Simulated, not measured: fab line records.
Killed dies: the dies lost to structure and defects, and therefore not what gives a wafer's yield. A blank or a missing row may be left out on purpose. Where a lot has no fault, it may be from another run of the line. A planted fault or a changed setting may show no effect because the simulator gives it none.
One fault seen from 2 desks | flow sky130 | each desk has only its own numbers; what lay behind them comes last

== AT THE METROLOGY DESK ==
Lot by lot, what the gauges showed, no matter which tool ran the lot: averages of those sampled wafers that carry a number. A lot is out of limits, marked OUT, if its mean lies more than 4 standard deviations from the usual mean; the brackets give that distance.
Columns: A = VIA2_W_RS at SKY_VIA2_RS_MEAS_22, usual 0.273 ohm/sq; B = VIA2_W_THK at SKY_VIA2_THK_MEAS_23, usual 403 nm
lot  | first seen here | A     | B
L949 | day 37 05:37    | 0.272 | 407
L952 | day 38 08:45    | 0.275 | 396
L959 | day 40 15:26    | 0.274 | 402
L961 | day 41 03:55    | 0.270 | 406
L964 | day 41 22:04    | 0.273 | 403
L965 | day 42 00:38    | 0.274 | 402
Finding of this desk: none of the 6 lots has anything out of limits.

== DESK OF THE TOOL OWNER: pvd sputter-01 ==
The tool's own readings at SKY_METAL3_SPUTTER_03 (material Ti, target thk 5 nm, time 3.3 s): means of the sampled wafers that have a number, for each lot that ran on this tool. A lot is out of limits, marked OUT, if its mean lies more than 4 standard deviations from the usual mean; the brackets give that distance.
Columns: A = throttle valve pct at SKY_METAL3_SPUTTER_03, usual 30.6 %
lot  | first seen here | A
L949 | day 37 06:10    | 31.3
L959 | day 40 15:58    | 30.1
L961 | day 41 04:27    | 31.1
Finding of this desk: none of the 3 lots has anything out of limits.

== BROUGHT TOGETHER ==
Nothing out of limits was seen by the metrology desk.
The tool owner's desk saw nothing out of limits.

== WHAT THE SIMULATOR HAD PUT IN ==
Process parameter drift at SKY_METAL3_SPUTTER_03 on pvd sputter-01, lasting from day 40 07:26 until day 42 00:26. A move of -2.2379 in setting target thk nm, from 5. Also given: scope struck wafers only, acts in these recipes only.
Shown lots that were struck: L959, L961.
